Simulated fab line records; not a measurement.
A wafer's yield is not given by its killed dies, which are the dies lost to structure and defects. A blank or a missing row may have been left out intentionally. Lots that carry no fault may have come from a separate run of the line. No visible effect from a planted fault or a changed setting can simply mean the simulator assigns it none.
fab line records | flow sky130
record: lots: 13 | wafers: 39 | last_day: 50
route steps=708 shown NWELL@63 VT_ADJUST_HVTP@95 VT_ADJUST_LVTN@106 SPACER@306 SD_P@331
lots that met no fault: from a run of the same line without faults
start_h: hours from the record's opening day to when the first of the lot's shown wafers began | wait_h: hours elapsed since this lot's preceding step | " repeats the value in the row above | L1.1+2: a single row standing in for several wafers | - value missing, or start not given | * or withheld: withheld | < > ~ a bound
route shown NAME@n: names a module that has steps shown in the file, with the first one's number in the route | usual: average and standard deviation across the fault-free wafers | same: alike in all rows | chamber/n: place in a boat | sites: readings site by site | _std_site: the values' standard deviation | _edge_site: inner sites' mean taken away from outer sites' mean | radius_mm: how far each site lies from the wafer's centre | mask NAME#n: copy n | behind: the last tool/chamber to shape the wafer | hold: the reason the lot was held/the length of the hold in hours/how it ended | device: which transistor (n, p or np) failed to switch | end of line: the route-end tests of the same wafers | where a step has no rows: the recipe by itself | killed: not the wafer's yield, but the dies lost to structure and defects at the first sort | map: the dies of a wafer, with x for killed, . for not killed, _ for no die there
set.NAME: the setting the step ran with; set.NAME@STEP: the setting that earlier step ran with | model.NAME: the simulator's own value behind a step, which no gauge read
steps of the route over a sample of lots; a table a step, a row a wafer
services: when a tool's chamber went out of use (start_h, in hours from the record's first day, below 0 if earlier), for how many hours, and the reason
== steps ==
step: SKY_NWELL_OVL_MEAS_10
usual: NWELL_00_OVL: 0.1/1.5
lot.wafer | tool       | chamber | start_h | wait_h | NWELL_00_OVL[nm]
L386.2    | overlay-01 | -       | 87.23   | -      | -0.4
L386.4    | "          | -       | "       | "      | -2.7
L386.6    | "          | -       | "       | "      | -1.1
L388.2    | overlay-01 | -       | 97.74   | -      | -1.1
L388.3    | "          | -       | "       | "      | -0.8
L388.4    | "          | -       | "       | "      | 0.1
L389.2    | overlay-01 | -       | 110.19  | -      | -0.5
L389.3    | "          | -       | "       | "      | 0.1
L389.5    | "          | -       | "       | "      | -0.4
L390.1    | overlay-01 | -       | 114.18  | -      | -2.8
L390.5    | "          | -       | "       | "      | -3.0
L390.6    | "          | -       | "       | "      | -4.2
L392.1    | overlay-02 | -       | 127.05  | -      | 0.3
L392.4    | "          | -       | "       | "      | 1.1
L392.6    | "          | -       | "       | "      | 0.4
L393.2    | overlay-02 | -       | 127.33  | -      | 1.5
L393.3    | "          | -       | "       | "      | 1.8
L393.6    | "          | -       | "       | "      | 0.7
L396.3    | overlay-02 | -       | 146.26  | -      | 0.5
L396.4    | "          | -       | "       | "      | -0.8
L396.5    | "          | -       | "       | "      | 1.5
L397.1    | overlay-02 | -       | 148.15  | -      | 1.1
L397.4    | "          | -       | "       | "      | -1.9
L397.5    | "          | -       | "       | "      | 0.7
L399.1    | overlay-01 | -       | 160.78  | -      | 1.0
L399.2    | "          | -       | "       | "      | 2.2
L399.4    | "          | -       | "       | "      | -0.3
L405.3    | overlay-01 | -       | 199.24  | -      | -2.4
L405.4    | "          | -       | "       | "      | -0.7
L405.6    | "          | -       | "       | "      | -0.4
L406.1    | overlay-01 | -       | 203.93  | -      | -2.0
L406.4    | "          | -       | "       | "      | -1.5
L406.5    | "          | -       | "       | "      | 0.8
L407.1    | overlay-02 | -       | 213.20  | -      | 0.9
L407.5    | "          | -       | "       | "      | 1.1
L407.6    | "          | -       | "       | "      | -0.3
L408.2    | overlay-02 | -       | 218.59  | -      | -1.9
L408.3    | "          | -       | "       | "      | -0.5
L408.6    | "          | -       | "       | "      | -0.3
step: SKY_VT_ADJUST_HVTP_STRIP_10
recipe: chemistry: O2/N2 | power_w: 1400 | pressure_mtorr: 1500 | platen_temp_c: withheld | o2_flow_sccm: 3000 | n2_flow_sccm: 300 | overash_fraction: 0.5
usual: chamber_pressure_mTorr: 1500.1/1.3 | drypump_motor_current_A: 5.7/0.42 | oes_product_au: 0.716/0.0044 | strip_time_to_endpoint_s: 14.18/0.042
lot.wafer | tool            | chamber | start_h | wait_h | chamber_pressure_mTorr | drypump_motor_current_A | oes_product_au | rf_hours_counter_h | strip_time_to_endpoint_s
L386.2    | plasma_asher-01 | 0       | 124.18  | 0.1    | 1501.3                 | 6.0                     | 0.713          | 31                 | 14.18
L386.4    | "               | 1       | "       | "      | 1498.6                 | 5.3                     | 0.721          | -                  | 14.15
L386.6    | "               | 1       | "       | "      | 1500.3                 | 5.3                     | 0.720          | -                  | 14.20
L388.2    | plasma_asher-02 | 1       | 135.41  | 0.1    | 1498.4                 | 5.3                     | 0.716          | 50                 | 14.15
L388.3    | "               | 0       | "       | "      | 1500.1                 | 5.7                     | 0.720          | -                  | 14.09
L388.4    | "               | 1       | "       | "      | 1500.7                 | 5.3                     | 0.718          | -                  | 14.13
L389.2    | plasma_asher-01 | 1       | 149.44  | 0.1    | 1499.1                 | 5.3                     | 0.711          | 34                 | 14.15
L389.3    | "               | 0       | "       | "      | 1500.1                 | 6.0                     | 0.716          | -                  | 14.18
L389.5    | "               | 0       | "       | "      | 1497.3                 | 6.0                     | 0.722          | -                  | 14.12
L390.1    | plasma_asher-02 | 1       | 153.76  | 0.1    | 1500.2                 | 5.3                     | 0.720          | 52                 | 14.17
L390.5    | "               | 1       | "       | "      | 1497.7                 | 5.3                     | 0.717          | -                  | 14.15
L390.6    | "               | 0       | "       | "      | 1499.2                 | 5.6                     | 0.718          | -                  | 14.19
L392.1    | plasma_asher-04 | 1       | 165.96  | 0.1    | 1500.5                 | 6.5                     | 0.712          | 5                  | 14.11
L392.4    | "               | 0       | "       | "      | 1498.9                 | 6.0                     | 0.714          | -                  | 14.14
L392.6    | "               | 1       | "       | "      | 1499.0                 | 6.4                     | 0.715          | -                  | 14.13
L393.2    | plasma_asher-02 | 0       | 173.11  | 0.1    | 1499.1                 | 5.6                     | 0.717          | 53                 | 14.17
L393.3    | "               | 0       | "       | "      | 1500.7                 | 5.6                     | 0.713          | -                  | 14.16
L393.6    | "               | 0       | "       | "      | 1500.7                 | 5.6                     | 0.712          | -                  | 14.17
L396.3    | plasma_asher-04 | 0       | 187.59  | 0.1    | 1501.2                 | 6.1                     | 0.716          | -                  | 14.22
L396.4    | "               | 1       | "       | "      | 1501.5                 | 6.5                     | 0.713          | -                  | 14.20
L396.5    | "               | 0       | "       | "      | 1500.9                 | 6.0                     | 0.720          | -                  | 14.23
L397.1    | plasma_asher-02 | 1       | 190.06  | 0.1    | 1499.5                 | 5.3                     | 0.932          | 55                 | -
L397.4    | "               | 1       | "       | "      | 1499.2                 | 5.3                     | 0.953          | -                  | -
L397.5    | "               | 1       | "       | "      | 1500.0                 | 5.3                     | 0.944          | -                  | -
L399.1    | plasma_asher-01 | 1       | 203.38  | 0.1    | 1496.9                 | 5.3                     | 0.711          | 39                 | 14.22
L399.2    | "               | 0       | "       | "      | 1498.3                 | 6.0                     | 0.720          | 39                 | 14.21
L399.4    | "               | 0       | "       | "      | 1501.8                 | 6.0                     | 0.707          | -                  | 14.20
L405.3    | plasma_asher-02 | 0       | 245.49  | 0.1    | 1500.3                 | 5.6                     | 0.711          | -                  | 14.24
L405.4    | "               | 1       | "       | "      | 1499.8                 | 5.3                     | 0.722          | -                  | 14.23
L405.6    | "               | 1       | "       | "      | 1501.3                 | 5.2                     | 0.716          | -                  | 14.19
L406.1    | plasma_asher-01 | 1       | 251.18  | 0.1    | 1500.8                 | 5.3                     | 0.716          | 44                 | 14.18
L406.4    | "               | 0       | "       | "      | 1498.5                 | 6.0                     | 0.715          | -                  | 14.17
L406.5    | "               | 1       | "       | "      | 1500.0                 | 5.3                     | 0.724          | -                  | 14.18
L407.1    | plasma_asher-01 | 1       | 259.96  | 0.1    | 1499.4                 | 5.3                     | 0.712          | 44                 | 14.25
L407.5    | "               | 1       | "       | "      | 1501.3                 | 5.2                     | 0.717          | -                  | 14.24
L407.6    | "               | 0       | "       | "      | 1500.5                 | 6.0                     | 0.714          | -                  | 14.24
L408.2    | plasma_asher-01 | 1       | 266.46  | 0.1    | 1500.4                 | 5.3                     | 0.711          | 45                 | 14.18
L408.3    | "               | 0       | "       | "      | 1499.0                 | 6.0                     | 0.722          | -                  | 14.17
L408.6    | "               | 0       | "       | "      | 1501.3                 | 6.0                     | 0.714          | -                  | 14.18
step: SKY_VT_ADJUST_LVTN_STRIP_09
recipe: chemistry: O2/N2 | power_w: 1400 | pressure_mtorr: 1500 | platen_temp_c: withheld | o2_flow_sccm: 3000 | n2_flow_sccm: 300 | overash_fraction: 0.5
usual: chamber_pressure_mTorr: 1500.1/1.4 | drypump_motor_current_A: 5.4/0.45 | oes_product_au: 0.722/0.005 | strip_time_to_endpoint_s: 36.92/0.087
lot.wafer | tool            | chamber | start_h | wait_h | chamber_pressure_mTorr | drypump_motor_current_A | oes_product_au | rf_hours_counter_h | strip_time_to_endpoint_s
L386.2    | plasma_asher-03 | 0       | 143.74  | 0.1    | 1502.7                 | 4.7                     | 0.723          | 49                 | 36.89
L386.4    | "               | 1       | "       | "      | 1499.4                 | 5.8                     | 0.722          | -                  | 36.89
L386.6    | "               | 0       | "       | "      | 1498.6                 | 4.7                     | 0.722          | -                  | 36.84
L388.2    | plasma_asher-02 | 1       | 154.64  | 0.1    | 1500.3                 | 5.2                     | 0.717          | 52                 | 36.95
L388.3    | "               | 0       | "       | "      | 1500.1                 | 5.6                     | 0.720          | -                  | 36.83
L388.4    | "               | 1       | "       | "      | 1499.0                 | 5.2                     | 0.715          | -                  | 36.92
L389.2    | plasma_asher-01 | 0       | 169.17  | 0.1    | 1501.3                 | 6.0                     | 0.720          | 36                 | 36.84
L389.3    | "               | 1       | "       | "      | 1500.0                 | 5.3                     | 0.721          | -                  | 36.96
L389.5    | "               | 0       | "       | "      | 1499.7                 | 6.0                     | 0.721          | -                  | 36.81
L390.1    | plasma_asher-01 | 0       | 173.34  | 0.1    | 1499.6                 | 6.0                     | 0.723          | 36                 | 36.85
L390.5    | "               | 1       | "       | "      | 1499.9                 | 5.3                     | 0.720          | -                  | 36.77
L390.6    | "               | 0       | "       | "      | 1501.3                 | 6.0                     | 0.721          | -                  | 36.82
L392.1    | plasma_asher-01 | 0       | 187.19  | 0.1    | 1502.0                 | 6.0                     | 0.723          | 37                 | 36.97
L392.4    | "               | 0       | "       | "      | 1498.1                 | 6.0                     | 0.724          | -                  | 37.00
L392.6    | "               | 0       | "       | "      | 1501.5                 | 6.0                     | 0.729          | -                  | 36.98
L393.2    | plasma_asher-03 | 1       | 194.64  | 0.1    | 1500.1                 | 5.9                     | 0.720          | 54                 | 37.07
L393.3    | "               | 0       | "       | "      | 1497.1                 | 4.7                     | 0.718          | -                  | 37.01
L393.6    | "               | 0       | "       | "      | 1500.2                 | 4.7                     | 0.724          | -                  | 37.06
L396.3    | plasma_asher-02 | 0       | 209.12  | 0.1    | 1502.0                 | 5.7                     | 0.723          | -                  | 37.04
L396.4    | "               | 1       | "       | "      | 1500.3                 | 5.3                     | 0.727          | -                  | 37.02
L396.5    | "               | 0       | "       | "      | 1502.0                 | 5.6                     | 0.724          | -                  | 36.90
L397.1    | plasma_asher-01 | 1       | 212.09  | 0.1    | 1500.1                 | 5.3                     | 0.719          | 40                 | 42.27
L397.4    | "               | 0       | "       | "      | 1499.7                 | 6.0                     | 0.723          | -                  | 42.28
L397.5    | "               | 0       | "       | "      | 1501.3                 | 6.0                     | 0.722          | -                  | 42.33
L399.1    | plasma_asher-03 | 1       | 226.34  | 0.1    | 1499.8                 | 5.9                     | 0.722          | 57                 | 37.12
L399.2    | "               | 0       | "       | "      | 1500.0                 | 4.7                     | 0.730          | 57                 | 36.92
L399.4    | "               | 1       | "       | "      | 1502.9                 | 5.9                     | 0.728          | -                  | 37.03
L405.3    | plasma_asher-02 | 0       | 268.97  | 0.1    | 1499.0                 | 5.6                     | 0.732          | -                  | 36.95
L405.4    | "               | 1       | "       | "      | 1497.9                 | 5.3                     | 0.725          | -                  | 36.74
L405.6    | "               | 1       | "       | "      | 1497.1                 | 5.2                     | 0.724          | -                  | 36.81
L406.1    | plasma_asher-01 | 1       | 275.12  | 0.1    | 1501.2                 | 5.3                     | 0.731          | 46                 | 36.93
L406.4    | "               | 1       | "       | "      | 1499.2                 | 5.3                     | 0.722          | -                  | 36.82
L406.5    | "               | 0       | "       | "      | 1500.0                 | 6.0                     | 0.733          | -                  | 36.81
L407.1    | plasma_asher-02 | 0       | 284.19  | 0.1    | 1498.3                 | 5.6                     | 0.717          | 64                 | 36.90
L407.5    | "               | 0       | "       | "      | 1498.7                 | 5.6                     | 0.722          | -                  | 36.93
L407.6    | "               | 1       | "       | "      | 1500.8                 | 5.2                     | 0.709          | -                  | 36.96
L408.2    | plasma_asher-03 | 0       | 290.82  | 0.1    | 1500.4                 | 4.7                     | 0.727          | 63                 | 36.83
L408.3    | "               | 1       | "       | "      | 1499.2                 | 5.9                     | 0.722          | -                  | 36.87
L408.6    | "               | 1       | "       | "      | 1500.1                 | 5.9                     | 0.731          | -                  | 36.84
step: SKY_VT_ADJUST_LVTN_TW_MEAS_10
usual: VT_ADJUST_LVTN_TW: 238.1/1.5
lot.wafer | tool          | chamber | start_h | wait_h | VT_ADJUST_LVTN_TW
L386.2    | film_metro-03 | -       | 143.85  | 0.1    | 235.3
L386.4    | "             | -       | "       | "      | 236.2
L386.6    | "             | -       | "       | "      | 236.0
L388.2    | film_metro-04 | -       | 154.75  | 0.1    | 239.0
L388.3    | "             | -       | "       | "      | 239.5
L388.4    | "             | -       | "       | "      | 239.4
L389.2    | film_metro-01 | -       | 169.28  | 0.1    | 238.3
L389.3    | "             | -       | "       | "      | 239.4
L389.5    | "             | -       | "       | "      | 238.5
L390.1    | film_metro-04 | -       | 173.44  | 0.1    | 239.2
L390.5    | "             | -       | "       | "      | 240.6
L390.6    | "             | -       | "       | "      | 240.1
L392.1    | film_metro-01 | -       | 187.29  | 0.1    | 237.5
L392.4    | "             | -       | "       | "      | 237.2
L392.6    | "             | -       | "       | "      | 238.1
L393.2    | film_metro-01 | -       | 194.75  | 0.1    | 239.7
L393.3    | "             | -       | "       | "      | 239.2
L393.6    | "             | -       | "       | "      | 238.7
L396.3    | film_metro-01 | -       | 209.21  | 0.1    | 238.4
L396.4    | "             | -       | "       | "      | 238.5
L396.5    | "             | -       | "       | "      | 238.7
L397.1    | film_metro-01 | -       | 212.19  | 0.1    | 29.6
L397.4    | "             | -       | "       | "      | 29.7
L397.5    | "             | -       | "       | "      | 29.5
L399.1    | film_metro-04 | -       | 226.44  | 0.1    | 237.0
L399.2    | "             | -       | "       | "      | 238.7
L399.4    | "             | -       | "       | "      | 240.1
L405.3    | film_metro-04 | -       | 269.05  | 0.1    | 239.9
L405.4    | "             | -       | "       | "      | 241.0
L405.6    | "             | -       | "       | "      | 238.1
L406.1    | film_metro-04 | -       | 275.22  | 0.1    | 238.4
L406.4    | "             | -       | "       | "      | 238.8
L406.5    | "             | -       | "       | "      | 239.8
L407.1    | film_metro-03 | -       | 284.29  | 0.1    | 237.8
L407.5    | "             | -       | "       | "      | 237.5
L407.6    | "             | -       | "       | "      | 238.5
L408.2    | film_metro-04 | -       | 290.93  | 0.1    | 238.0
L408.3    | "             | -       | "       | "      | 236.8
L408.6    | "             | -       | "       | "      | 237.8
step: SKY_SPACER_ETCHBACK_02
recipe: chemistry: CH3F/O2 | target: Si3N4 | stop_on: SiO2 | source_w: 400 | bias_w: 80 | pressure_mtorr: 25 | ch3f_flow_sccm: 40 | O2_flow_sccm: 30 | time_s: 46.7 | target_depth_a: 450
usual: chamber_pressure_mTorr: 24.996/0.023 | drypump_motor_current_A: 5.9/0.38 | oes_product_au: 0.856/0.0062 | throttle_valve_pct: 10.562/0.01
lot.wafer | tool        | chamber | start_h | wait_h | chamber_pressure_mTorr | drypump_motor_current_A | oes_product_au | rf_hours_counter_h | throttle_valve_pct
L386.2    | rie_diel-03 | 0       | 544.63  | 0.0    | 25.004                 | 5.7                     | 0.858          | 20                 | 10.536
L386.4    | "           | 1       | "       | "      | 24.977                 | 4.9                     | 0.866          | 3                  | 10.576
L386.6    | "           | 2       | "       | "      | 24.995                 | 5.3                     | 0.866          | -                  | 10.577
L388.2    | rie_diel-02 | 0       | 552.89  | 0.0    | 24.980                 | 5.7                     | 0.862          | 2                  | 10.575
L388.3    | "           | 2       | "       | "      | 24.993                 | 6.2                     | 0.857          | 9                  | 10.568
L388.4    | "           | 1       | "       | "      | 24.995                 | 6.1                     | 0.853          | -                  | 10.554
L389.2    | rie_diel-04 | 2       | 574.28  | 0.0    | 24.962                 | 6.1                     | 0.850          | 57                 | 10.555
L389.3    | "           | 3       | "       | "      | 24.987                 | 5.3                     | 0.848          | 20                 | 10.549
L389.5    | "           | 2       | "       | "      | 24.981                 | 6.2                     | 0.852          | -                  | 10.551
L390.1    | rie_diel-02 | 2       | 574.28  | 0.1    | 24.976                 | 6.2                     | 0.852          | 9                  | 10.575
L390.5    | "           | 0       | "       | "      | 25.034                 | 5.7                     | 0.843          | -                  | 10.560
L390.6    | "           | 2       | "       | "      | 25.011                 | 6.1                     | 0.846          | -                  | 10.541
L392.1    | rie_diel-02 | 1       | 584.09  | 0.1    | 25.018                 | 6.1                     | 0.847          | 35                 | 10.579
L392.4    | "           | 2       | "       | "      | 24.995                 | 6.2                     | 0.857          | -                  | 10.563
L392.6    | "           | 0       | "       | "      | 24.964                 | 5.7                     | 0.843          | -                  | 10.562
L393.2    | rie_diel-02 | 0       | 595.07  | 0.0    | 24.984                 | 5.7                     | 0.855          | 2                  | 10.559
L393.3    | "           | 3       | "       | "      | 24.989                 | 6.4                     | 0.858          | 0                  | 10.566
L393.6    | "           | 0       | "       | "      | 24.981                 | 5.7                     | 0.861          | -                  | 10.578
L396.3    | rie_diel-04 | 2       | 615.51  | 0.0    | 25.042                 | 6.1                     | 0.848          | 58                 | 10.564
L396.4    | "           | 0       | "       | "      | 25.006                 | 5.9                     | 0.862          | 1                  | 10.592
L396.5    | "           | 2       | "       | "      | 24.976                 | 6.1                     | 0.859          | -                  | 10.566
L397.1    | rie_diel-03 | 0       | 624.51  | 0.1    | 25.033                 | 5.7                     | 0.857          | 22                 | 10.565
L397.4    | "           | 1       | "       | "      | 24.957                 | 4.9                     | 0.852          | 5                  | 10.554
L397.5    | "           | 0       | "       | "      | 24.979                 | 5.7                     | 0.846          | -                  | 10.571
L399.1    | rie_diel-04 | 2       | 632.39  | 0.1    | 24.978                 | 6.1                     | 0.862          | 58                 | 10.545
L399.2    | "           | 3       | "       | "      | 25.026                 | 5.4                     | 0.861          | 21                 | 10.565
L399.4    | "           | 0       | "       | "      | 24.987                 | 6.0                     | 0.856          | 1                  | 10.558
L405.3    | rie_diel-04 | 3       | 690.01  | 0.0    | 25.028                 | 5.4                     | 0.871          | 22                 | 10.578
L405.4    | "           | 2       | "       | "      | 24.949                 | 6.2                     | 0.855          | 0                  | 10.564
L405.6    | "           | 2       | "       | "      | 25.010                 | 6.1                     | 0.858          | -                  | 10.567
L406.1    | rie_diel-04 | 2       | 691.74  | 0.1    | 24.970                 | 6.2                     | 0.866          | 0                  | 10.565
L406.4    | "           | 0       | "       | "      | 25.000                 | 6.0                     | 0.861          | 2                  | 10.585
L406.5    | "           | 1       | "       | "      | 25.000                 | 5.4                     | 0.853          | -                  | 10.567
L407.1    | rie_diel-02 | 3       | 707.69  | 0.1    | 24.970                 | 6.4                     | 0.856          | 3                  | 10.561
L407.5    | "           | 2       | "       | "      | 25.003                 | 6.2                     | 0.854          | -                  | 10.560
L407.6    | "           | 1       | "       | "      | 25.018                 | 6.1                     | 0.856          | -                  | 10.569
L408.2    | rie_diel-02 | 0       | 711.28  | 0.0    | 24.987                 | 5.7                     | 0.854          | 5                  | 10.555
L408.3    | "           | 3       | "       | "      | 24.996                 | 6.4                     | 0.855          | 3                  | 10.561
L408.6    | "           | 3       | "       | "      | 25.007                 | 6.4                     | 0.854          | -                  | 10.555
step: SKY_SD_P_TW_MEAS_11
usual: SD_P_TW: 2781/30
lot.wafer | tool          | chamber | start_h | wait_h | SD_P_TW
L386.2    | film_metro-03 | -       | 603.91  | 0.1    | 2781
L386.4    | "             | -       | "       | "      | 2776
L386.6    | "             | -       | "       | "      | 2783
L388.2    | film_metro-01 | -       | 612.19  | 0.1    | 2764
L388.3    | "             | -       | "       | "      | 2765
L388.4    | "             | -       | "       | "      | 2777
L390.1    | film_metro-01 | -       | 632.38  | 0.1    | 2750
L390.5    | "             | -       | "       | "      | 2764
L390.6    | "             | -       | "       | "      | 2751
L389.2    | film_metro-03 | -       | 632.69  | 0.1    | 2792
L389.3    | "             | -       | "       | "      | 2786
L389.5    | "             | -       | "       | "      | 2775
L392.1    | film_metro-03 | -       | 643.17  | 0.1    | 2793
L392.4    | "             | -       | "       | "      | 2798
L392.6    | "             | -       | "       | "      | 2779
L393.2    | film_metro-03 | -       | 653.06  | 0.1    | 2769
L393.3    | "             | -       | "       | "      | 2768
L393.6    | "             | -       | "       | "      | 2774
L396.3    | film_metro-02 | -       | 672.72  | 0.1    | 2794
L396.4    | "             | -       | "       | "      | 2808
L396.5    | "             | -       | "       | "      | 2815
L397.1    | film_metro-02 | -       | 681.88  | 0.1    | 2801
L397.4    | "             | -       | "       | "      | 2788
L397.5    | "             | -       | "       | "      | 2800
L399.1    | film_metro-02 | -       | 690.00  | 0.1    | 2807
L399.2    | "             | -       | "       | "      | 2811
L399.4    | "             | -       | "       | "      | 2809
L405.3    | film_metro-01 | -       | 746.21  | 0.1    | 2737
L405.4    | "             | -       | "       | "      | 2728
L405.6    | "             | -       | "       | "      | 2744
L406.1    | film_metro-01 | -       | 747.35  | 0.1    | 2750
L406.4    | "             | -       | "       | "      | 2744
L406.5    | "             | -       | "       | "      | 2734
L407.1    | film_metro-02 | -       | 762.10  | 0.1    | 2834
L407.5    | "             | -       | "       | "      | 2831
L407.6    | "             | -       | "       | "      | 2834
L408.2    | film_metro-01 | -       | 765.38  | 0.1    | 2758
L408.3    | "             | -       | "       | "      | 2747
L408.6    | "             | -       | "       | "      | 2760
== services ==
tool            | chamber | start_h | hours | kind
plasma_asher-02 | -       | 168.98  | 0.7   | repair
rie_diel-02     | 0       | 189.73  | 11.7  | repair
plasma_asher-01 | -       | 221.84  | 5.4   | repair
plasma_asher-01 | -       | 292.93  | 46.3  | repair
plasma_asher-02 | -       | 318.86  | 2.8   | repair
rie_diel-02     | 0       | 323.43  | 20.1  | repair
rie_diel-02     | 3       | 356.83  | 16.8  | repair
rie_diel-02     | 3       | 412.36  | 18.3  | repair
rie_diel-02     | 1       | 426.11  | 6.2   | repair
plasma_asher-02 | -       | 434.87  | 0.5   | repair
rie_diel-02     | 1       | 443.98  | 5.0   | repair
rie_diel-02     | 1       | 501.40  | 10.4  | repair
plasma_asher-01 | -       | 528.85  | 9.4   | repair
rie_diel-02     | 3       | 541.45  | 16.1  | repair
plasma_asher-02 | -       | 556.55  | 1.0   | repair
plasma_asher-01 | -       | 593.20  | 0.7   | repair
rie_diel-02     | -       | 644.72  | 2.8   | pm
plasma_asher-01 | -       | 652.23  | 0.6   | repair
plasma_asher-02 | -       | 676.57  | 8.3   | repair
plasma_asher-02 | -       | 679.12  | 1.8   | repair
plasma_asher-01 | -       | 679.83  | 4.3   | pm
rie_diel-02     | -       | 688.72  | 0.5   | repair
plasma_asher-02 | -       | 697.77  | 1.1   | repair
rie_diel-02     | 0       | 699.48  | 1.6   | repair
== key ==
first_sign: step: SKY_VT_ADJUST_HVTP_STRIP_10 | reading: oes_product_au | direction: up | sigmas: 52 | usual: 0.716 | struck: 0.943
effect: step: SKY_VT_ADJUST_LVTN_STRIP_09 | reading: strip_time_to_endpoint_s | direction: up | sigmas: 61 | usual: * | struck: *
effect: step: SKY_VT_ADJUST_LVTN_TW_MEAS_10 | reading: VT_ADJUST_LVTN_TW | direction: down | sigmas: 99+ | usual: 238.1 | struck: 29.6
met_at SKY_VT_ADJUST_HVTP_STRIP_10
struck_lots L397
sort_left_out L397.1,L397.4,L397.5
tester_left_out L397
not_acting_at SKY_NWELL_OVL_MEAS_10,SKY_SPACER_ETCHBACK_02,SKY_SD_P_TW_MEAS_11
onset_between 173.11 190.06
fault: kind: strip_aborted | tool: plasma_asher-02 | chamber: - | onset_h: 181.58 | steps: SKY_VT_ADJUST_HVTP_STRIP_10 | offset: 0.58971 | end_h: 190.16
tester_left_out: of these lots the tester's yield and bins aren't shown, on N5 and GAA mostly nor the transistor test; their killed dies are dies lost to structure and defects alone, not to doping, threshold or leakage, so they don't give the yield
sort_left_out: the simulated sort isn't trusted on such a fault, so these wafers' sort isn't shown, and their yield isn't known
